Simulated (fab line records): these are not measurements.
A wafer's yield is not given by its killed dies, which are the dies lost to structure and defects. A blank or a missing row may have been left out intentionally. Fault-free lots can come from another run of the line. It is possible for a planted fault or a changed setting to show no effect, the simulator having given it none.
What tool caused it? / flow gf180mcu / 12 lots with 36 wafers sampled at 5 steps, on a route of 602 steps

WHAT EACH GAUGE READ, for each wafer
GF_V3_BOW_MEAS_05.
lot=L075; measured=day 21 20:32; on=film metro-04; V3_BOW (um)=114 116 115
lot=L078; measured=day 22 21:19; on=film metro-04; V3_BOW (um)=118 121 115
lot=L079; measured=day 22 23:54; on=film metro-04; V3_BOW (um)=129 133 105
lot=L081; measured=day 23 21:59; on=film metro-03; V3_BOW (um)=108 115 117
lot=L083; measured=day 24 17:06; on=film metro-04; V3_BOW (um)=130 128 137
lot=L085; measured=day 25 12:44; on=film metro-01; V3_BOW (um)=118 109 120
lot=L087; measured=day 26 09:14; on=film metro-01; V3_BOW (um)=111 121 96
lot=L089; measured=day 26 16:17; on=film metro-04; V3_BOW (um)=113 115 116
lot=L091; measured=day 27 04:11; on=film metro-01; V3_BOW (um)=129 124 115
lot=L093; measured=day 27 16:58; on=film metro-01; V3_BOW (um)=111 127 127
lot=L095; measured=day 28 10:53; on=film metro-04; V3_BOW (um)=111 120 125
lot=L097; measured=day 29 01:13; on=film metro-04; V3_BOW (um)=107 120 120

WHICH TOOL RAN EACH LOT (tool, then ch and the chambers of the sampled wafers, then the start)
lot=L075; GF_V1_ETCH_16=rie diel-02 ch 2,3, day 18 14:41; GF_V2_SPUTTER_21=pvd sputter-03, day 20 19:01; GF_M3_SPUTTER_00=pvd sputter-04, day 20 19:43; GF_M3_SPUTTER_01=pvd sputter-04, day 20 19:49
lot=L078; GF_V1_ETCH_16=rie diel-02 ch 0,2,3, day 19 15:10; GF_V2_SPUTTER_21=pvd sputter-04, day 21 19:10; GF_M3_SPUTTER_00=pvd sputter-02, day 21 19:52; GF_M3_SPUTTER_01=pvd sputter-02, day 21 19:58
lot=L079; GF_V1_ETCH_16=rie diel-02 ch 0,2, day 19 20:10; GF_V2_SPUTTER_21=pvd sputter-01, day 21 22:34; GF_M3_SPUTTER_00=pvd sputter-03, day 21 23:16; GF_M3_SPUTTER_01=pvd sputter-03, day 21 23:22
lot=L081; GF_V1_ETCH_16=rie diel-03 ch 0,1,3, day 20 18:05; GF_V2_SPUTTER_21=pvd sputter-03, day 22 20:43; GF_M3_SPUTTER_00=pvd sputter-02, day 22 21:37; GF_M3_SPUTTER_01=pvd sputter-02, day 22 21:43
lot=L083; GF_V1_ETCH_16=rie diel-01 ch 0,1,2, day 21 14:05; GF_V2_SPUTTER_21=pvd sputter-03, day 23 16:22; GF_M3_SPUTTER_00=pvd sputter-02, day 23 17:04; GF_M3_SPUTTER_01=pvd sputter-02, day 23 17:10
lot=L085; GF_V1_ETCH_16=rie diel-02 ch 0,1,3, day 22 11:50; GF_V2_SPUTTER_21=pvd sputter-01, day 24 12:32; GF_M3_SPUTTER_00=pvd sputter-04, day 24 13:14; GF_M3_SPUTTER_01=pvd sputter-04, day 24 13:20
lot=L087; GF_V1_ETCH_16=rie diel-01 ch 0,1, day 23 10:44; GF_V2_SPUTTER_21=pvd sputter-03, day 25 10:01; GF_M3_SPUTTER_00=pvd sputter-02, day 25 10:42; GF_M3_SPUTTER_01=pvd sputter-02, day 25 10:48
lot=L089; GF_V1_ETCH_16=rie diel-03 ch 0,1,2, day 23 18:26; GF_V2_SPUTTER_21=pvd sputter-03, day 25 17:11; GF_M3_SPUTTER_00=pvd sputter-02, day 25 17:52; GF_M3_SPUTTER_01=pvd sputter-02, day 25 17:58
lot=L091; GF_V1_ETCH_16=rie diel-01 ch 1,2,3, day 24 07:59; GF_V2_SPUTTER_21=pvd sputter-03, day 26 05:42; GF_M3_SPUTTER_00=pvd sputter-04, day 26 06:23; GF_M3_SPUTTER_01=pvd sputter-04, day 26 06:29
lot=L093; GF_V1_ETCH_16=rie diel-01 ch 0,1,3, day 24 20:08; GF_V2_SPUTTER_21=pvd sputter-04, day 26 18:12; GF_M3_SPUTTER_00=pvd sputter-02, day 26 18:53; GF_M3_SPUTTER_01=pvd sputter-02, day 26 18:59
lot=L095; GF_V1_ETCH_16=rie diel-01 ch 1,2,3, day 25 15:11; GF_V2_SPUTTER_21=pvd sputter-04, day 27 12:38; GF_M3_SPUTTER_00=pvd sputter-04, day 27 13:20; GF_M3_SPUTTER_01=pvd sputter-04, day 27 13:26
lot=L097; GF_V1_ETCH_16=rie diel-02 ch 0,1,2, day 26 08:06; GF_V2_SPUTTER_21=pvd sputter-04, day 28 04:50; GF_M3_SPUTTER_00=pvd sputter-02, day 28 05:32; GF_M3_SPUTTER_01=pvd sputter-02, day 28 05:38
- GF_V1_ETCH_16: etches BARC in N2/H2.
- GF_V2_SPUTTER_21: material Ti, target thk 15 nm, time 80.02 s.
- GF_M3_SPUTTER_00: material Ti, target thk 37.5 nm, time 150 s.
- GF_M3_SPUTTER_01: material TiN, target thk 30 nm, time 25 s.

THE ANSWER, worked out from the rows above alone
Rule: what is usual is taken from the lots themselves. Put in order of their means at a reading, lots are off if they are a third of the lots or fewer, leave a main group of 4 or more, and stand apart from it by a gap of 3 or more times the standard deviation of the main group's means; of several such gaps the widest counts. If all means in a main group match to the digits the tables above print for the reading, that group is not used. A lot without any number at a reading at which 4 lots or more have one is off too. Where the step has rows for the other lots, those lots are counted as sound.
Across all readings shown, no lot is off: no conclusion can be drawn from this.

WHAT THE SIMULATOR HAD INSERTED
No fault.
